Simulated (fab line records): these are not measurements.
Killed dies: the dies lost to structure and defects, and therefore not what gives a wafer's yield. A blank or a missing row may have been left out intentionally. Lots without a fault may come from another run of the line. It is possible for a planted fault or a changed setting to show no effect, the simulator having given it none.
Chamber matching -- flow sky130 -- 4 sister chambers for SKY_VIA2_ETCH_15 on rie-diel-04
The step etches SiO2 in C4F8/O2/Ar, stops on TiN, target depth 546 nm, time 84 s. 4 wafers are shown with their chamber, then 8 later ones without.

WAFERS PAIRED WITH THEIR CHAMBERS
wafer,chamber,rf-fwd-power-W (W)
L087.6,1,1494
L090.4,3,1480
L090.5,2,1496
L092.3,0,1493

WAFERS WITHOUT THEIR CHAMBER
wafer,rf-fwd-power-W (W)
L092.5,1492
L092.6,1497
L093.1,1487
L093.2,1487
L093.4,1491
L096.1,1488
L096.2,1490
L096.4,1491

THE CHAMBER EACH PASSED THROUGH
wafer,from the rows above,in truth
L092.5,can't be placed: 0 or 1 or 2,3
L092.6,can't be placed: 2 or 1 or 0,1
L093.1,can't be placed: 0 or 1 or 3 or 2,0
L093.2,can't be placed: 0 or 1 or 3 or 2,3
L093.4,can't be placed: 0 or 1 or 2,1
L096.1,can't be placed: 0 or 1 or 2 or 3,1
L096.2,can't be placed: 0 or 1 or 2 or 3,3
L096.4,can't be placed: 0 or 1 or 2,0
Placed correctly: 0 of 8. From these rows, 8 cannot be placed; in 7 the true chamber is one of the candidates. Placed wrongly: 0.
How it was worked out, from the rows above alone: a wafer's distance from a chamber is the root of the sum, over the readings, of the square of ((its reading less the chamber's mean) divided by the reading's scatter). If the next closest chamber is less than 2 further off than the closest, the wafer can't be placed; otherwise it belongs to the closest. For every chamber, the mean is computed from those of its wafers that are shown. The scatter (one wafer shown for each chamber): square how far every hidden wafer sits from the nearest shown wafer, average those squares and take the square root.
